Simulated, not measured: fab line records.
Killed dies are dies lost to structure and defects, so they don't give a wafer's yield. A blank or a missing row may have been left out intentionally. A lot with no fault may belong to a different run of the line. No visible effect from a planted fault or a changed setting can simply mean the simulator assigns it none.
fab line records	flow gf180mcu	part 1 of 2: steps 1 to 27 of 37
record lots=5	wafers=15	last-day=34
route steps=602 shown M3@413 V3@429
lots untouched by any fault: they come from a run of this same line in which no faults occurred
start-h: hours from the record's opening day to when the first of the lot's shown wafers began	wait-h: how many hours have passed since the lot's step before this one	" unchanged from the row above	L1.1+2: a row that stands for several wafers	- either no value or no given start	* or withheld: withheld	< > ~ a bound
route shown NAME@n: names a module that has steps shown in the file, with the first one's number in the route	usual: average and standard deviation across the fault-free wafers	same: alike in all rows	chamber/n: place in a boat	sites: the reading at each site	_std_site: standard deviation across them	_edge_site: outer sites' mean less inner sites'	radius-mm: for every site, how far away it sits from the centre of the wafer	mask NAME#n: copy n	behind: tool/chamber where the wafer was last shaped	hold: cause of the lot's hold/its duration in hours/its outcome	device: transistor that didn't switch, given as n, p or np	end of line: tests of these same wafers at the route's end	a step with no rows: only its recipe	killed: dies lost to structure and defects at the first sort, not the wafer's yield	map: the dies of a wafer, with x for killed, . for not killed, _ for no die there
set.NAME: the setting as run; set.NAME@STEP: as run at that earlier step	model.NAME: the simulator's own value behind a step, which no gauge read
lots seen at some steps along the route; tables by step, rows by wafer
services: the hour from which a tool's chamber was out of use, counted from the record's first day as start-h (under 0 if before that day), plus the number of hours and why
## steps
# step GF_M3_SPUTTER_04
# recipe material=TiN	target-thk-nm=50	power-w=6500	time-s=41.7	chamber-pressure-pa=0.4
# usual throttle-valve-pct=30.1/1
lot.wafer	tool	chamber	start-h	wait-h	throttle-valve-pct
L075.1	pvd-sputter-03	-	466.08	0.0	27.5
L075.2	"	-	"	"	30.9
L075.4	"	-	"	"	31.0
L077.2	pvd-sputter-03	-	482.58	0.0	30.7
L077.3	"	-	"	"	30.8
L077.4	"	-	"	"	31.1
L078.1	pvd-sputter-03	-	496.28	0.0	27.6
L078.4	"	-	"	"	31.1
L078.6	"	-	"	"	27.7
L082.1	pvd-sputter-04	-	532.42	0.0	30.2
L082.5	"	-	"	"	30.4
L082.6	"	-	"	"	29.9
L097.2	pvd-sputter-03	-	651.73	0.0	30.8
L097.4	"	-	"	"	30.9
L097.6	"	-	"	"	30.8
# step GF_M3_RS_MEAS_05
# recipe thk-meas-gauge=four-point-probe	reads=TiN_of_M3_SPUTTER_04+Ti_of_M3_SPUTTER_03+AlCu_of_M3_SPUTTER_02+TiN_of_M3_SPUTTER_01+Ti_of_M3_SPUTTER_00
# usual M3_ALCU_RS=0.0696/0.0011
lot.wafer	tool	chamber	start-h	wait-h	M3_ALCU_RS[ohm/sq]
L075.1	film-metro-02	-	466.12	0.0	0.0702
L075.2	"	-	"	"	0.0700
L075.4	"	-	"	"	0.0724
L077.2	film-metro-03	-	482.64	0.0	0.0697
L077.3	"	-	"	"	0.0709
L077.4	"	-	"	"	0.0692
L078.1	film-metro-03	-	496.32	0.0	0.0692
L078.4	"	-	"	"	0.0701
L078.6	"	-	"	"	0.0697
L082.1	film-metro-03	-	532.46	0.0	0.0674
L082.5	"	-	"	"	0.0678
L082.6	"	-	"	"	0.0691
L097.2	film-metro-03	-	651.79	0.0	0.0697
L097.4	"	-	"	"	0.0708
L097.6	"	-	"	"	0.0702
# step GF_M3_THK_MEAS_06
# recipe thk-meas-gauge=xrf	reads=AlCu_of_M3_SPUTTER_02
# usual M3_ALCU_THK=449/6.6
lot.wafer	tool	chamber	start-h	wait-h	M3_ALCU_THK[nm]
L075.1	film-metro-02	-	466.24	0.1	446
L075.2	"	-	"	"	449
L075.4	"	-	"	"	436
L077.2	film-metro-03	-	482.75	0.1	446
L077.3	"	-	"	"	439
L077.4	"	-	"	"	446
L078.1	film-metro-03	-	496.44	0.1	449
L078.4	"	-	"	"	442
L078.6	"	-	"	"	447
L082.1	film-metro-03	-	532.58	0.1	460
L082.5	"	-	"	"	457
L082.6	"	-	"	"	450
L097.2	film-metro-03	-	651.90	0.1	448
L097.4	"	-	"	"	444
L097.6	"	-	"	"	444
# step GF_M3_DEHYDRATE_07
# recipe temp-c=200	time-s=60
# usual chill-plate-temp-C=23.01/0.12
lot.wafer	tool	chamber	start-h	wait-h	chill-plate-temp-C
L075.1	litho-track-04	0	478.14	11.9	22.97
L075.2	"	0	"	"	22.78
L075.4	"	0	"	"	22.83
L077.2	litho-track-03	0	494.29	11.5	22.88
L077.3	"	0	"	"	22.95
L077.4	"	0	"	"	22.84
L078.1	litho-track-04	0	507.19	10.7	22.89
L078.4	"	0	"	"	22.97
L078.6	"	0	"	"	23.02
L082.1	litho-track-02	0	543.34	10.7	23.03
L082.5	"	0	"	"	22.98
L082.6	"	0	"	"	23.03
L097.2	litho-track-03	0	661.19	9.3	22.90
L097.4	"	0	"	"	23.00
L097.6	"	0	"	"	23.05
# step GF_M3_HMDS_08
# recipe prime-time-s=60	prime-temp-c=120
# usual chill-plate-temp-C=23.01/0.1
lot.wafer	tool	chamber	start-h	wait-h	chill-plate-temp-C
L075.1	litho-track-04	0	478.29	0.1	22.86
L075.2	"	0	"	"	22.95
L075.4	"	0	"	"	23.02
L077.2	litho-track-03	0	494.44	0.1	23.20
L077.3	"	0	"	"	22.97
L077.4	"	0	"	"	23.16
L078.1	litho-track-04	0	507.34	0.1	23.00
L078.4	"	0	"	"	23.03
L078.6	"	0	"	"	23.11
L082.1	litho-track-02	0	543.49	0.1	22.91
L082.5	"	0	"	"	22.94
L082.6	"	0	"	"	22.95
L097.2	litho-track-03	0	661.34	0.1	22.90
L097.4	"	0	"	"	22.93
L097.6	"	0	"	"	22.92
# step GF_M3_COAT_09
# recipe resist=KrF	spin-rpm=withheld	resist-thk-nm=1000
# usual chill-plate-temp-C=22.99/0.12	dispense-pressure-kPa=49/4.9
lot.wafer	tool	chamber	start-h	wait-h	chill-plate-temp-C	dispense-pressure-kPa
L075.1	litho-track-04	0	478.44	0.1	22.82	48
L075.2	"	0	"	"	22.77	48
L075.4	"	0	"	"	22.86	48
L077.2	litho-track-03	0	494.59	0.1	23.20	58
L077.3	"	0	"	"	23.07	58
L077.4	"	0	"	"	23.02	58
L078.1	litho-track-04	0	507.49	0.1	22.98	48
L078.4	"	0	"	"	22.94	48
L078.6	"	0	"	"	22.92	48
L082.1	litho-track-02	0	543.64	0.1	23.03	44
L082.5	"	0	"	"	23.06	44
L082.6	"	0	"	"	23.20	44
L097.2	litho-track-03	0	661.49	0.1	22.95	58
L097.4	"	0	"	"	22.85	58
L097.6	"	0	"	"	22.82	58
# step GF_M3_SOFTBAKE_10
# recipe temp-c=130	time-s=60	resist=KrF
# usual chill-plate-temp-C=22.99/0.1
lot.wafer	tool	chamber	start-h	wait-h	chill-plate-temp-C
L075.1	litho-track-04	0	478.59	0.1	22.99
L075.2	"	0	"	"	22.97
L075.4	"	0	"	"	23.06
L077.2	litho-track-03	0	494.74	0.1	22.97
L077.3	"	0	"	"	22.86
L077.4	"	0	"	"	23.12
L078.1	litho-track-04	0	507.64	0.1	23.00
L078.4	"	0	"	"	23.00
L078.6	"	0	"	"	22.94
L082.1	litho-track-02	0	543.79	0.1	22.97
L082.5	"	0	"	"	23.11
L082.6	"	0	"	"	22.98
L097.2	litho-track-03	0	661.64	0.1	22.93
L097.4	"	0	"	"	22.94
L097.6	"	0	"	"	22.99
# step GF_M3_EXPOSE_11
# recipe mask-id=Metal3	target-cd-nm=280	na=0.68	source-shape=conventional	sigma-outer=0.6	dose-mj=28
lot.wafer	tool	chamber	start-h	wait-h	mask
L075.1+2+4	krf-scanner-02	0	-	-	Metal3#0
L077.2+3+4	krf-scanner-02	0	-	-	Metal3#0
L078.1+4+6	krf-scanner-02	0	-	-	Metal3#0
L082.1+5+6	krf-scanner-02	0	-	-	Metal3#0
L097.2+4+6	krf-scanner-01	0	-	-	Metal3#0
# step GF_M3_PEB_12
# recipe peb-temp-c=135	peb-time-s=90	resist=KrF
# usual chill-plate-temp-C=22.98/0.11
lot.wafer	tool	chamber	start-h	wait-h	chill-plate-temp-C
L075.1	litho-track-02	0	-	-	22.83
L075.2	"	0	"	"	22.95
L075.4	"	0	"	"	22.98
L077.2	litho-track-03	0	-	-	22.75
L077.3	"	0	"	"	22.77
L077.4	"	0	"	"	22.77
L078.1	litho-track-04	0	-	-	22.91
L078.4	"	0	"	"	22.87
L078.6	"	0	"	"	23.08
L082.1	litho-track-04	0	-	-	22.89
L082.5	"	0	"	"	22.93
L082.6	"	0	"	"	22.90
L097.2	litho-track-02	0	-	-	23.08
L097.4	"	0	"	"	23.03
L097.6	"	0	"	"	22.96
# step GF_M3_DEVELOP_13
# recipe develop-time-s=60	dev-temp-c=21
# usual chill-plate-temp-C=23.01/0.11
lot.wafer	tool	chamber	start-h	wait-h	chill-plate-temp-C
L075.1	litho-track-02	0	489.74	0.2	22.88
L075.2	"	0	"	"	22.76
L075.4	"	0	"	"	22.98
L077.2	litho-track-03	0	506.59	0.2	23.00
L077.3	"	0	"	"	23.10
L077.4	"	0	"	"	22.90
L078.1	litho-track-04	0	519.14	0.2	23.17
L078.4	"	0	"	"	23.17
L078.6	"	0	"	"	23.14
L082.1	litho-track-04	0	554.84	0.2	22.88
L082.5	"	0	"	"	22.97
L082.6	"	0	"	"	23.12
L097.2	litho-track-02	0	670.36	0.2	23.11
L097.4	"	0	"	"	23.17
L097.6	"	0	"	"	23.03
# step GF_M3_CD_MEAS_14
# recipe target-cd-nm=280
# usual cd-nm=280.2/1.4
lot.wafer	tool	chamber	start-h	wait-h	cd-nm
L075.1	cd-sem-02	-	489.89	0.1	282.0
L075.2	"	-	"	"	282.2
L075.4	"	-	"	"	281.6
L077.2	cd-sem-01	-	506.74	0.1	279.0
L077.3	"	-	"	"	278.2
L077.4	"	-	"	"	278.9
L078.1	cd-sem-01	-	519.29	0.1	278.1
L078.4	"	-	"	"	279.9
L078.6	"	-	"	"	278.1
L082.1	cd-sem-01	-	554.99	0.1	279.1
L082.5	"	-	"	"	280.4
L082.6	"	-	"	"	279.1
L097.2	cd-sem-01	-	670.50	0.1	280.4
L097.4	"	-	"	"	279.9
L097.6	"	-	"	"	279.9
# step GF_M3_OVL_MEAS_15
# usual M3_OVL=3/5.7
lot.wafer	tool	chamber	start-h	wait-h	M3_OVL[nm]
L075.1	overlay-01	-	490.01	0.1	6
L075.2	"	-	"	"	15
L075.4	"	-	"	"	3
L077.2	overlay-01	-	506.84	0.1	4
L077.3	"	-	"	"	-2
L077.4	"	-	"	"	-4
L078.1	overlay-01	-	519.41	0.1	6
L078.4	"	-	"	"	12
L078.6	"	-	"	"	10
L082.1	overlay-02	-	555.11	0.1	0
L082.5	"	-	"	"	7
L082.6	"	-	"	"	10
L097.2	overlay-01	-	670.61	0.1	-1
L097.4	"	-	"	"	-7
L097.6	"	-	"	"	5
# step GF_M3_METAL_ETCH_16
# recipe chemistry=Cl2/BCl3	mask-material=KrF	target-depth-nm=750.8	stop-on=SiO2	pressure-mtorr=8	icp-w=800	bias-w=140	Cl2_flow_sccm=80	bcl3-flow-sccm=40	time-s=129
# usual drypump-motor-current-A=5.8/0.59	oes-product-au=0.987/0.006	throttle-valve-pct=28.232/0.0095
lot.wafer	tool	chamber	start-h	wait-h	drypump-motor-current-A	oes-product-au	rf-hours-counter-h	throttle-valve-pct
L075.1	rie-metal-03	0	490.04	0.0	6.0	0.996	12	28.224
L075.2	"	1	"	"	6.5	0.985	11	28.223
L075.4	"	0	"	"	6.0	0.990	-	28.229
L077.2	rie-metal-03	1	506.87	0.0	6.5	0.991	11	28.219
L077.3	"	1	"	"	6.5	0.986	-	28.215
L077.4	"	0	"	"	6.0	0.998	-	28.227
L078.1	rie-metal-04	0	519.45	0.0	6.0	0.979	1	28.242
L078.4	"	0	"	"	6.0	0.976	-	28.228
L078.6	"	0	"	"	6.0	0.985	-	28.223
L082.1	rie-metal-01	1	555.15	0.0	4.6	0.989	9	28.229
L082.5	"	1	"	"	4.7	0.990	-	28.234
L082.6	"	1	"	"	4.7	0.985	-	28.221
L097.2	rie-metal-04	0	670.64	0.0	6.0	0.989	6	28.223
L097.4	"	0	"	"	6.0	0.982	-	28.242
L097.6	"	1	"	"	5.9	0.983	-	28.242
# step GF_M3_STRIP_17
# recipe chemistry=O2/N2	power-w=1400	pressure-mtorr=1500	platen-temp-c=250	o2-flow-sccm=3000	n2-flow-sccm=300	overash-fraction=0.5
# usual drypump-motor-current-A=5.7/0.3	heater-power-w=361/76	oes-product-au=0.534/0.0053	strip-time-to-endpoint-s=7.29/0.056
lot.wafer	tool	chamber	start-h	wait-h	drypump-motor-current-A	heater-power-w	oes-product-au	rf-hours-counter-h	strip-time-to-endpoint-s
L075.1	plasma-asher-04	1	490.17	0.1	6.2	290	0.529	69	7.20
L075.2	"	0	"	"	5.5	304	0.542	69	7.29
L075.4	"	0	"	"	5.5	307	0.528	-	7.13
L077.2	plasma-asher-01	1	507.00	0.1	5.7	338	0.534	42	7.28
L077.3	"	1	"	"	5.8	337	0.531	-	7.25
L077.4	"	0	"	"	5.9	510	0.536	-	7.14
L078.1	plasma-asher-04	1	519.58	0.1	6.2	292	0.531	72	7.34
L078.4	"	0	"	"	5.5	310	0.532	-	7.36
L078.6	"	0	"	"	5.5	296	0.538	-	7.34
L082.1	plasma-asher-04	0	555.41	0.2	5.5	310	0.545	76	7.25
L082.5	"	1	"	"	6.2	286	0.529	-	7.27
L082.6	"	0	"	"	5.5	307	0.536	-	7.26
L097.2	plasma-asher-01	0	670.77	0.1	5.9	497	0.538	60	7.33
L097.4	"	0	"	"	5.9	500	0.530	-	7.29
L097.6	"	0	"	"	5.9	498	0.540	-	7.33
# step GF_M3_STRIP_18
# recipe chemistry=post-etch-residue-remover	time-s=1200	temp-c=72.5
lot.wafer	tool	chamber	start-h	wait-h
L075.1+2+4	wet-bench-04	0	490.27	0.1
L077.2+3+4	wet-bench-01	1	507.10	0.1
L078.1+4+6	wet-bench-02	2	519.68	0.1
L082.1+5+6	wet-bench-01	0	555.51	0.1
L097.2+4+6	wet-bench-04	0	670.87	0.1
# step GF_M3_CLEAN_19
# recipe chemistry=DIW	dry=n2-spin
lot.wafer	tool	chamber	start-h	wait-h
L075.1+2+4	wet-bench-01	3	490.61	0.0
L077.2+3+4	wet-bench-04	1	507.44	0.0
L078.1+4+6	wet-bench-01	2	520.05	0.0
L082.1+5+6	wet-bench-04	2	555.85	0.0
L097.2+4+6	wet-bench-01	1	671.24	0.0
# step GF_V3_CVD_00
# recipe material=SiO2	target-thk-nm=600	sigma-open-frac=0.3	temp-c=400	time-s=100	sih4-flow-sccm=60	pressure-mtorr=6
lot.wafer	tool	chamber	start-h	wait-h
L075.1+2+4	hdpcvd-02	1,0,0	490.71	0.0
L077.2+3+4	hdpcvd-01	0,1,0	507.54	0.0
L078.1+4+6	hdpcvd-01	1,2,1	520.14	0.0
L082.1+5+6	hdpcvd-02	1,0,2	555.94	0.0
L097.2+4+6	hdpcvd-02	2,2,0	671.33	0.0
# step GF_V3_THK_MEAS_01
# recipe reads=SiO2_of_V3_CVD_00
# usual V3_CVD_00_THK=599/8.7
lot.wafer	tool	chamber	start-h	wait-h	V3_CVD_00_THK[nm]
L075.1	film-metro-02	-	490.78	0.0	592
L075.2	"	-	"	"	604
L075.4	"	-	"	"	601
L077.2	film-metro-02	-	507.63	0.0	588
L077.3	"	-	"	"	604
L077.4	"	-	"	"	581
L078.1	film-metro-03	-	520.21	0.0	611
L078.4	"	-	"	"	585
L078.6	"	-	"	"	606
L082.1	film-metro-03	-	556.01	0.0	599
L082.5	"	-	"	"	594
L082.6	"	-	"	"	613
L097.2	film-metro-02	-	671.42	0.0	619
L097.4	"	-	"	"	610
L097.6	"	-	"	"	611
# step GF_V3_CVD_02
# recipe material=SiO2	target-thk-nm=850	precursor=TEOS	temp-c=400	time-s=94.851	rf-w=600
# usual heater-power-outer-w=378/65	heater-power-w=641/100
lot.wafer	tool	chamber	start-h	wait-h	heater-power-outer-w	heater-power-w
L075.1	pecvd-02	2	490.84	0.1	330	612
L075.2	"	0	"	"	429	860
L075.4	"	0	"	"	305	703
L077.2	pecvd-02	2	507.68	0.0	327	595
L077.3	"	1	"	"	370	568
L077.4	"	0	"	"	379	786
L078.1	pecvd-03	1	520.27	0.1	459	755
L078.4	"	0	"	"	436	710
L078.6	"	2	"	"	545	852
L082.1	pecvd-01	0	556.07	0.1	391	639
L082.5	"	0	"	"	317	527
L082.6	"	1	"	"	424	674
L097.2	pecvd-01	2	671.47	0.0	298	529
L097.4	"	0	"	"	400	650
L097.6	"	2	"	"	318	574
# step GF_V3_THK_MEAS_03
# recipe reads=SiO2_of_V3_CVD_02
# usual V3_CVD_02_THK=850/17
lot.wafer	tool	chamber	start-h	wait-h	V3_CVD_02_THK[nm]
L075.1	film-metro-03	-	490.91	0.0	856
L075.2	"	-	"	"	810
L075.4	"	-	"	"	822
L077.2	film-metro-03	-	507.76	0.0	856
L077.3	"	-	"	"	834
L077.4	"	-	"	"	830
L078.1	film-metro-02	-	520.34	0.0	836
L078.4	"	-	"	"	860
L078.6	"	-	"	"	856
L082.1	film-metro-04	-	556.14	0.0	862
L082.5	"	-	"	"	881
L082.6	"	-	"	"	865
L097.2	film-metro-04	-	671.55	0.0	850
L097.4	"	-	"	"	886
L097.6	"	-	"	"	871
# step GF_V3_CMP_04
# recipe material=SiO2	down-force-psi=4	platen-rpm=60	pad-velocity-m-s=0.94248
# usual motor-current-A=11.4/1.2	time-to-endpoint-s=87/8.2
lot.wafer	tool	chamber	start-h	wait-h	motor-current-A	time-to-endpoint-s
L075.1	cmp-01	1	491.02	0.1	9.5	88
L075.4	"	2	"	"	12.2	77
L075.2	"	3	"	"	11.5	72
L077.2	cmp-02	2	507.81	0.0	12.0	95
L077.3	"	0	"	"	11.3	77
L077.4	"	1	"	"	14.3	87
L078.4	cmp-02	1	520.40	0.0	14.2	93
L078.1	"	3	"	"	10.4	77
L078.6	"	2	"	"	11.7	90
L082.1	cmp-01	2	556.35	0.2	12.8	87
L082.5	"	3	"	"	11.3	98
L082.6	"	0	"	"	10.7	94
L097.2	cmp-02	3	671.65	0.1	10.8	83
L097.4	"	0	"	"	11.6	95
L097.6	"	2	"	"	11.7	99
# step GF_V3_BOW_MEAS_05
# recipe mode=bow
# usual V3_BOW=115/8.3
lot.wafer	tool	chamber	start-h	wait-h	V3_BOW[um]
L075.1	film-metro-02	-	491.27	0.2	111
L075.2	"	-	"	"	104
L075.4	"	-	"	"	115
L077.2	film-metro-04	-	508.13	0.3	114
L077.3	"	-	"	"	123
L077.4	"	-	"	"	107
L078.1	film-metro-04	-	520.70	0.1	106
L078.4	"	-	"	"	123
L078.6	"	-	"	"	116
L082.1	film-metro-04	-	556.50	0.1	122
L082.5	"	-	"	"	103
L082.6	"	-	"	"	122
L097.2	film-metro-04	-	671.92	0.2	132
L097.4	"	-	"	"	125
L097.6	"	-	"	"	141
# step GF_V3_DEHYDRATE_06
# recipe temp-c=200	time-s=60
# usual chill-plate-temp-C=23.03/0.1
lot.wafer	tool	chamber	start-h	wait-h	chill-plate-temp-C
L075.1	litho-track-03	0	503.02	11.7	23.02
L075.2	"	0	"	"	22.99
L075.4	"	0	"	"	22.96
L077.2	litho-track-02	0	519.16	11.0	22.84
L077.3	"	0	"	"	23.03
L077.4	"	0	"	"	23.01
L078.1	litho-track-03	0	531.67	10.9	22.85
L078.4	"	0	"	"	22.88
L078.6	"	0	"	"	23.04
L082.1	litho-track-02	0	566.68	10.2	22.94
L082.5	"	0	"	"	23.06
L082.6	"	0	"	"	23.02
L097.2	litho-track-01	0	681.30	9.4	22.98
L097.4	"	0	"	"	23.10
L097.6	"	0	"	"	22.91
# step GF_V3_HMDS_07
# recipe prime-time-s=60	prime-temp-c=120
# usual chill-plate-temp-C=23.00/0.12
lot.wafer	tool	chamber	start-h	wait-h	chill-plate-temp-C
L075.1	litho-track-03	0	503.17	0.1	22.99
L075.2	"	0	"	"	23.00
L075.4	"	0	"	"	22.94
L077.2	litho-track-02	0	519.31	0.1	23.19
L077.3	"	0	"	"	23.13
L077.4	"	0	"	"	23.21
L078.1	litho-track-03	0	531.82	0.1	23.06
L078.4	"	0	"	"	23.18
L078.6	"	0	"	"	23.18
L082.1	litho-track-02	0	566.83	0.1	23.19
L082.5	"	0	"	"	23.04
L082.6	"	0	"	"	22.89
L097.2	litho-track-01	0	681.45	0.1	23.02
L097.4	"	0	"	"	22.95
L097.6	"	0	"	"	22.79
# step GF_V3_COAT_08
# recipe resist=BARC	temp-c=withheld	time-s=withheld	spin-rpm=withheld	resist-thk-nm=withheld
# usual chill-plate-temp-C=*	dispense-pressure-kPa=51/6.4
lot.wafer	tool	chamber	start-h	wait-h	chill-plate-temp-C	dispense-pressure-kPa
L075.1	litho-track-03	0	503.32	0.1	*	58
L075.2	"	0	"	"	*	58
L075.4	"	0	"	"	*	58
L077.2	litho-track-02	0	519.46	0.1	*	44
L077.3	"	0	"	"	*	44
L077.4	"	0	"	"	*	44
L078.1	litho-track-03	0	531.97	0.1	*	58
L078.4	"	0	"	"	*	58
L078.6	"	0	"	"	*	58
L082.1	litho-track-02	0	566.98	0.1	*	44
L082.5	"	0	"	"	*	44
L082.6	"	0	"	"	*	44
L097.2	litho-track-01	0	681.60	0.1	*	47
L097.4	"	0	"	"	*	47
L097.6	"	0	"	"	*	47
# step GF_V3_COAT_09
# recipe resist=KrF	spin-rpm=withheld	resist-thk-nm=1000
# usual chill-plate-temp-C=23.02/0.092	dispense-pressure-kPa=51/6.4
lot.wafer	tool	chamber	start-h	wait-h	chill-plate-temp-C	dispense-pressure-kPa
L075.1	litho-track-03	0	-	-	22.73	58
L075.2	"	0	"	"	22.97	58
L075.4	"	0	"	"	22.94	58
L077.2	litho-track-02	0	-	-	22.98	44
L077.3	"	0	"	"	22.98	44
L077.4	"	0	"	"	23.22	44
L078.1	litho-track-03	0	-	-	23.05	58
L078.4	"	0	"	"	22.96	58
L078.6	"	0	"	"	22.96	58
L082.1	litho-track-02	0	-	-	23.12	44
L082.5	"	0	"	"	23.11	44
L082.6	"	0	"	"	23.08	44
L097.2	litho-track-01	0	-	-	23.03	47
L097.4	"	0	"	"	22.90	47
L097.6	"	0	"	"	23.11	47
# step GF_V3_SOFTBAKE_10
# recipe temp-c=130	time-s=60	resist=KrF
# usual chill-plate-temp-C=22.98/0.11
lot.wafer	tool	chamber	start-h	wait-h	chill-plate-temp-C
L075.1	litho-track-03	0	-	-	23.06
L075.2	"	0	"	"	23.03
L075.4	"	0	"	"	23.10
L077.2	litho-track-02	0	-	-	23.10
L077.3	"	0	"	"	23.16
L077.4	"	0	"	"	23.05
L078.1	litho-track-03	0	-	-	23.00
L078.4	"	0	"	"	23.03
L078.6	"	0	"	"	23.09
L082.1	litho-track-02	0	-	-	23.14
L082.5	"	0	"	"	23.04
L082.6	"	0	"	"	22.91
L097.2	litho-track-01	0	-	-	23.01
L097.4	"	0	"	"	22.99
L097.6	"	0	"	"	22.91
